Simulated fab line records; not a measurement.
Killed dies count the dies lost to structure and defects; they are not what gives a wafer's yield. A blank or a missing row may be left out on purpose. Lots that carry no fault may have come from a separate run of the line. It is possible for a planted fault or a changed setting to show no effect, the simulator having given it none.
fab line records	flow sfq_line
[record] lots = 7	wafers = 21	last_day = 78
route steps=325 shown I6@276 M7@281
lots that met no fault: taken from a fault-free run of the same line
start_h: hours from the record's first day to the start of the lot's first wafer shown	wait_h: time in hours since the lot's previous step	" identical to the entry in the row above	L1.1+2: a row that stands for several wafers	- no value present, or no start provided	* or withheld: withheld	< > ~ a bound
route shown NAME@n: NAME is a module with steps in the file, n the number in the route of the first one	usual: mean/standard deviation of fault-free wafers	same: alike in all rows	chamber/n: place in a boat	sites: per-site readings	_std_site: standard deviation of those values	_edge_site: outer sites' mean less inner sites'	radius_mm: for every site, how far away it sits from the centre of the wafer	mask NAME#n: copy n	behind: the tool/chamber that last shaped the wafer	hold: why the lot went on hold/how many hours it stayed there/how the hold came to an end	device: the transistor (n, p or np) that didn't switch	end of line: the route-end tests of the same wafers	where a step has no rows: the recipe by itself	killed: not the wafer's yield, but the dies lost to structure and defects at the first sort	map: per-die view of a wafer (x killed, . not killed, _ where there is no die)
set.NAME: the setting the step ran with; set.NAME@STEP: the setting that earlier step ran with	model.NAME: the simulator's own value behind a step, which no gauge read
a table for each step, a row for each wafer; lots at some steps of the route
services: a tool's chamber out of use, with start hour (start_h, from the record's first day; less than 0 if before it), hours out, and reason
[[steps]]
[step SFQ_I6_OVL_MEAS_942]
[usual] I6_OVL = 0/5.1
lot.wafer	tool	chamber	start_h	wait_h	I6_OVL[nm]
L713.3	overlay-02	-	1471.13	0.1	-8
L713.4	"	-	"	"	-9
L713.5	"	-	"	"	-5
L714.1	overlay-02	-	1478.32	0.1	-3
L714.4	"	-	"	"	-8
L714.5	"	-	"	"	-7
L716.4	overlay-01	-	1497.53	0.1	-6
L716.5	"	-	"	"	-8
L716.6	"	-	"	"	-3
L717.1	overlay-02	-	1509.52	0.1	-5
L717.2	"	-	"	"	-5
L717.4	"	-	"	"	-6
L718.2	overlay-01	-	1515.52	0.1	-4
L718.4	"	-	"	"	-3
L718.5	"	-	"	"	-3
L721.1	overlay-01	-	1547.64	0.1	2
L721.5	"	-	"	"	11
L721.6	"	-	"	"	6
L736.1	overlay-02	-	1609.84	0.1	2
L736.2	"	-	"	"	0
L736.5	"	-	"	"	-4
[step SFQ_TRILAYER_I6_VIA_BARC_OPEN_VIA_ETCH_235]
[recipe] mask_material = PR	chemistry = O2	target_depth_nm = 125	target = BARC	source_w = 500	bias_w = 80	pressure_mtorr = 30	time_s = 41.7
[usual] drypump_motor_current_A = 6.0/0.47	oes_product_au = 0.686/0.005
lot.wafer	tool	chamber	start_h	wait_h	drypump_motor_current_A	oes_product_au	rf_hours_counter_h
L713.3	rie_diel-04	2	1471.15	0.0	6.7	0.686	9
L713.4	"	1	"	"	5.6	0.681	21
L713.5	"	1	"	"	5.6	0.685	-
L714.1	rie_diel-04	1	1478.35	0.0	5.6	0.687	21
L714.4	"	3	"	"	5.7	0.679	23
L714.5	"	1	"	"	5.7	0.691	-
L716.4	rie_diel-04	1	1497.55	0.0	5.6	0.679	21
L716.5	"	3	"	"	5.7	0.688	-
L716.6	"	2	"	"	6.7	0.695	-
L717.1	rie_diel-04	2	1509.55	0.0	6.7	0.692	10
L717.2	"	1	"	"	5.7	0.693	21
L717.4	"	3	"	"	5.7	0.686	23
L718.2	rie_diel-02	3	1515.55	0.0	6.8	0.685	13
L718.4	"	0	"	"	5.6	0.689	21
L718.5	"	3	"	"	6.8	0.679	-
L721.1	rie_diel-04	0	1547.67	0.0	6.2	0.678	5
L721.5	"	1	"	"	5.7	0.678	-
L721.6	"	0	"	"	6.2	0.686	-
L736.1	rie_diel-02	3	1609.88	0.0	6.7	0.687	14
L736.2	"	1	"	"	5.5	0.681	7
L736.5	"	2	"	"	5.8	0.677	-
[step SFQ_TRILAYER_I6_VIA_ETCH_VIA_ETCH_172]
[recipe] target = SiO2	stop_on = Nb	mask_material = PR	taper_deg = 20	chemistry = CHF3	target_depth_nm = 260	source_w = 500	bias_w = 80	pressure_mtorr = 30	time_s = withheld
[usual] drypump_motor_current_A = 6.0/0.48	oes_product_au = 0.854/0.0051
lot.wafer	tool	chamber	start_h	wait_h	drypump_motor_current_A	oes_product_au
L713.3	rie_diel-04	2	1471.19	0.0	6.7	0.859
L713.4	"	1	"	"	5.7	0.849
L713.5	"	1	"	"	5.7	0.857
L714.1	rie_diel-04	1	1478.39	0.0	5.7	0.849
L714.4	"	3	"	"	5.7	0.847
L714.5	"	1	"	"	5.7	0.855
L716.4	rie_diel-04	1	1497.59	0.0	5.7	0.851
L716.5	"	3	"	"	5.8	0.863
L716.6	"	2	"	"	6.7	0.859
L717.1	rie_diel-04	2	1509.59	0.0	6.7	0.853
L717.2	"	1	"	"	5.6	0.851
L717.4	"	3	"	"	5.8	0.856
L718.2	rie_diel-02	3	1515.59	0.0	6.8	0.849
L718.4	"	0	"	"	5.6	0.849
L718.5	"	3	"	"	6.8	0.850
L721.1	rie_diel-04	0	1547.71	0.0	6.2	0.854
L721.5	"	1	"	"	5.6	0.858
L721.6	"	0	"	"	6.2	0.844
L736.1	rie_diel-02	3	1609.92	0.0	6.8	0.851
L736.2	"	1	"	"	5.5	0.851
L736.5	"	2	"	"	5.7	0.854
[step SFQ_TRILAYER_I6_VIA_STRIP_STRIP_173]
[recipe] gas = O2	power_w = 200	platen_temp_c = 40	overash_fraction = 0.65	chemistry = O2	pressure_mtorr = 50
[usual] drypump_motor_current_A = 5.94/0.28	oes_product_au = 0.995/0.012	platen_temp_c = 40.00/0.12
lot.wafer	tool	chamber	start_h	wait_h	drypump_motor_current_A	oes_product_au	platen_temp_c	rf_hours_counter_h
L713.3	rie_metal-02	0	1471.50	-	5.60	0.998	40.02	-
L713.4	"	1	"	"	5.75	1.013	39.80	-
L713.5	"	1	"	"	5.77	1.010	39.87	-
L714.1	rie_metal-04	1	1478.50	-	6.06	0.979	39.97	112
L714.4	"	1	"	"	6.08	0.969	39.95	-
L714.5	"	1	"	"	6.07	0.974	39.92	-
L716.4	rie_metal-02	1	1497.90	-	5.76	1.005	40.12	-
L716.5	"	0	"	"	5.55	0.992	40.19	-
L716.6	"	1	"	"	5.81	0.998	40.20	-
L717.1	rie_metal-02	0	1509.70	-	5.56	0.999	39.93	4
L717.2	"	1	"	"	5.79	1.015	39.78	99
L717.4	"	0	"	"	5.56	0.990	40.09	-
L718.2	rie_metal-04	0	1515.70	-	5.83	0.972	40.02	91
L718.4	"	0	"	"	5.84	0.977	40.22	-
L718.5	"	0	"	"	5.85	0.981	40.23	-
L721.1	rie_metal-04	1	1547.83	-	6.04	0.991	40.44	124
L721.5	"	1	"	"	6.07	0.983	40.12	-
L721.6	"	0	"	"	5.86	0.993	40.15	-
L736.1	rie_metal-01	1	1610.03	-	6.33	0.998	39.87	82
L736.2	"	0	"	"	6.22	0.989	39.89	102
L736.5	"	1	"	"	6.32	1.006	40.09	-
[step SFQ_TRILAYER_I6_VIA_STRIP_SOLV_CLEAN_174]
[recipe] chemistry = NMP	temp_c = 70	time_s = 600
[step SFQ_TRILAYER_M7_DEP_PRE_CLEAN_176]
[recipe] gas = Ar	time_s = 22.5	bias_v = 250
[step SFQ_TRILAYER_M7_DEP_SPUTTER_175]
[recipe] material = Nb	base_pressure_pa = 1.33e-06	chamber_pressure_pa = 0.1333	substrate_temp_c = 20	target_thk_nm = 200	power_w = 2000	time_s = 133.3
[usual] base_pressure_pa = 1.32e-06/1e-07	cathode_dc_power_W = 2000.0/0.36	throttle_valve_pct = 29.6/0.67
lot.wafer	tool	chamber	start_h	wait_h	base_pressure_pa	cathode_dc_power_W	throttle_valve_pct
L713.3	pvd_sputter-04	-	1472.11	0.0	1.43e-06	1999.9	28.7
L713.4	"	-	"	"	1.21e-06	2000.1	30.0
L713.5	"	-	"	"	1.23e-06	1999.8	30.2
L714.1	pvd_sputter-05	-	1479.31	0.0	1.43e-06	1999.7	30.0
L714.4	"	-	"	"	1.3e-06	2000.3	29.8
L714.5	"	-	"	"	1.38e-06	2000.3	30.2
L716.4	pvd_sputter-05	-	1498.51	0.0	1.42e-06	1999.2	29.6
L716.5	"	-	"	"	1.25e-06	1999.3	29.7
L716.6	"	-	"	"	1.28e-06	2000.2	29.3
L717.1	pvd_sputter-06	-	1510.51	0.0	1.24e-06	2000.4	29.6
L717.2	"	-	"	"	1.17e-06	2000.4	28.1
L717.4	"	-	"	"	1.25e-06	2000.5	30.0
L718.2	pvd_sputter-04	-	1516.51	0.0	1.14e-06	2000.6	30.5
L718.4	"	-	"	"	1.23e-06	2000.1	28.8
L718.5	"	-	"	"	1.68e-06	1999.8	30.5
L721.1	pvd_sputter-06	-	1548.63	0.0	1.3e-06	1999.9	29.5
L721.5	"	-	"	"	1.28e-06	1999.9	29.9
L721.6	"	-	"	"	1.27e-06	1999.6	28.2
L736.1	pvd_sputter-04	-	1610.84	0.0	1.5e-06	2000.3	28.5
L736.2	"	-	"	"	1.35e-06	2000.4	29.5
L736.5	"	-	"	"	1.33e-06	2000.4	29.9
[step SFQ_M7_RS_MEAS_943]
[recipe] thk_meas_gauge = four-point-probe	reads = Nb_of_TRILAYER_M7_DEP_SPUTTER_175
[usual] M7_NB_RS = 0.895/0.012
lot.wafer	tool	chamber	start_h	wait_h	M7_NB_RS[ohm/sq]
L713.3	film_metro-02	-	1472.24	0.1	0.909
L713.4	"	-	"	"	0.907
L713.5	"	-	"	"	0.909
L714.1	film_metro-04	-	1479.40	0.0	0.897
L714.4	"	-	"	"	0.901
L714.5	"	-	"	"	0.889
L716.4	film_metro-04	-	1498.66	0.1	0.895
L716.5	"	-	"	"	0.894
L716.6	"	-	"	"	0.896
L717.1	film_metro-04	-	1510.60	0.0	0.889
L717.2	"	-	"	"	0.863
L717.4	"	-	"	"	0.878
L718.2	film_metro-01	-	1516.62	0.1	0.901
L718.4	"	-	"	"	0.899
L718.5	"	-	"	"	0.896
L721.1	film_metro-02	-	1548.72	0.0	0.899
L721.5	"	-	"	"	0.898
L721.6	"	-	"	"	0.880
L736.1	film_metro-01	-	1610.93	0.0	0.880
L736.2	"	-	"	"	0.882
L736.5	"	-	"	"	0.884
[step SFQ_TRILAYER_M7_LITHO_COAT_182]
[recipe] resist = BARC	spin_rpm = 3000	resist_thk_nm = 62
[step SFQ_TRILAYER_M7_LITHO_COAT_177]
[recipe] resist = KrF	spin_rpm = 3000	resist_thk_nm = 600
[step SFQ_TRILAYER_M7_LITHO_SOFTBAKE_181]
[recipe] temp_c = withheld	time_s = withheld	resist = KrF
[step SFQ_TRILAYER_M7_LITHO_EXPOSE_178]
[recipe] mask_id = M7	na = 0.6	source_shape = conventional	sigma_outer = 0.65	target_cd_nm = 500	dose_mj = 14.4
lot.wafer	tool	chamber	start_h	wait_h	mask	model.M7.overlay_x_nm
L713.3+4+5	krf_scanner-02	0	1475.13	-	M7#0	-5.821
L714.1+4+5	krf_scanner-02	0	1481.93	-	M7#0	6.414
L716.4+5+6	krf_scanner-02	0	1501.57	-	M7#0	55.27
L717.1+2+4	krf_scanner-02	0	1511.53	-	M7#0	48.09
L718.2+4+5	krf_scanner-02	0	1523.54	-	M7#0	51.21
L721.1+5+6	krf_scanner-01	0	1549.78	-	M7#0	7.085
L736.1+2+5	krf_scanner-01	0	1703.41	-	M7#0	3.433
[step SFQ_TRILAYER_M7_LITHO_PEB_180]
[recipe] peb_temp_c = 115	peb_time_s = 60	resist = KrF
[step SFQ_TRILAYER_M7_LITHO_DEVELOP_179]
[recipe] time_s = 60	resist = KrF
[step SFQ_M7_OVL_MEAS_945]
[usual] M7_OVL = -1/5.3
lot.wafer	tool	chamber	start_h	wait_h	M7_OVL[nm]
L713.3	overlay-01	-	1476.24	0.1	2
L713.4	"	-	"	"	-7
L713.5	"	-	"	"	-7
L714.1	overlay-01	-	1483.43	0.1	3
L714.4	"	-	"	"	9
L714.5	"	-	"	"	6
L716.4	overlay-01	-	1502.49	0.1	49
L716.5	"	-	"	"	48
L716.6	"	-	"	"	46
L717.1	overlay-01	-	1513.03	0.1	48
L717.2	"	-	"	"	46
L717.4	"	-	"	"	47
L718.2	overlay-02	-	1524.84	0.1	50
L718.4	"	-	"	"	46
L718.5	"	-	"	"	59
L721.1	overlay-01	-	1551.28	0.1	3
L721.5	"	-	"	"	6
L721.6	"	-	"	"	6
L736.1	overlay-01	-	1704.91	0.1	0
L736.2	"	-	"	"	1
L736.5	"	-	"	"	-2
[step SFQ_TRILAYER_M7_BARC_OPEN_METAL_ETCH_229]
[recipe] mask_material = PR	chemistry = O2	target_depth_nm = 125	target = BARC	icp_w = 600	bias_w = 80	pressure_mtorr = 10	time_s = 41.7
[usual] drypump_motor_current_A = 5.94/0.29	oes_product_au = 0.685/0.0047
lot.wafer	tool	chamber	start_h	wait_h	drypump_motor_current_A	oes_product_au	rf_hours_counter_h
L713.3	rie_metal-03	0	1476.30	0.1	5.90	0.679	-
L713.4	"	0	"	"	5.91	0.688	-
L713.5	"	0	"	"	5.94	0.689	-
L714.1	rie_metal-04	1	1483.46	0.0	6.08	0.684	113
L714.4	"	0	"	"	5.82	0.679	-
L714.5	"	1	"	"	6.06	0.683	-
L716.4	rie_metal-02	1	1502.53	0.0	5.75	0.686	-
L716.5	"	0	"	"	5.56	0.683	-
L716.6	"	1	"	"	5.76	0.678	-
L717.1	rie_metal-03	0	1513.07	0.0	5.89	0.681	101
L717.2	"	0	"	"	5.90	0.691	-
L717.4	"	0	"	"	5.88	0.684	-
L718.2	rie_metal-02	1	1524.87	0.0	5.77	0.692	102
L718.4	"	1	"	"	5.76	0.686	-
L718.5	"	0	"	"	5.58	0.680	-
L721.1	rie_metal-02	0	1551.31	0.0	5.56	0.685	11
L721.5	"	1	"	"	5.83	0.683	-
L721.6	"	0	"	"	5.55	0.687	-
L736.1	rie_metal-02	0	1704.95	0.0	5.55	0.681	26
L736.2	"	1	"	"	5.79	0.680	121
L736.5	"	0	"	"	5.55	0.683	-
[[services]]
tool	chamber	start_h	hours	kind
rie_metal-03	-	1465.20	0.3	repair
rie_diel-04	-	1486.62	0.6	repair
krf_scanner-02	-	1514.36	4.4	pm
rie_metal-02	-	1520.03	0.5	repair
krf_scanner-02	-	1522.34	1.0	pm
krf_scanner-01	-	1545.22	1.3	pm
rie_diel-02	0	1550.13	7.4	repair
pvd_sputter-05	-	1551.38	5.4	repair
rie_diel-04	-	1555.88	0.6	repair
krf_scanner-02	-	1559.34	0.8	pm
krf_scanner-02	-	1560.51	1.3	pm
krf_scanner-01	-	1565.54	1.0	pm
rie_metal-04	1	1571.61	17.6	repair
krf_scanner-01	-	1580.25	2.0	repair
krf_scanner-01	-	1584.52	3.0	pm
krf_scanner-01	-	1587.52	4.0	pm
krf_scanner-02	-	1592.07	0.8	pm
pvd_sputter-05	-	1597.69	8.8	repair
pvd_sputter-04	-	1598.96	4.0	repair
rie_diel-02	-	1605.15	2.8	pm
krf_scanner-02	-	1619.00	0.8	repair
rie_metal-02	-	1651.00	14.6	pm
rie_diel-02	0	1686.62	4.7	repair
krf_scanner-02	-	1691.29	1.0	pm
[[key]]
[first_sign] step = SFQ_M7_OVL_MEAS_945	reading = M7_OVL	direction = up	sigmas = 9.4	usual = -1	struck = 49
effect none on later readings
[model_effect] step = SFQ_TRILAYER_M7_LITHO_EXPOSE_178	value = M7.overlay_x_nm	without = 0.09307	struck = 51.52
met_at SFQ_TRILAYER_M7_LITHO_EXPOSE_178
struck_wafers L716.4,L716.5,L716.6,L717.1,L717.2,L717.4,L718.2,L718.4,L718.5
onset_between 1481.93 1501.57
[fault] kind = scanner_matching_overlay	tool = krf_scanner-02	chamber = -	onset_h = 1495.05	steps = SFQ_TRILAYER_M7_LITHO_EXPOSE_178	offset = 51.43
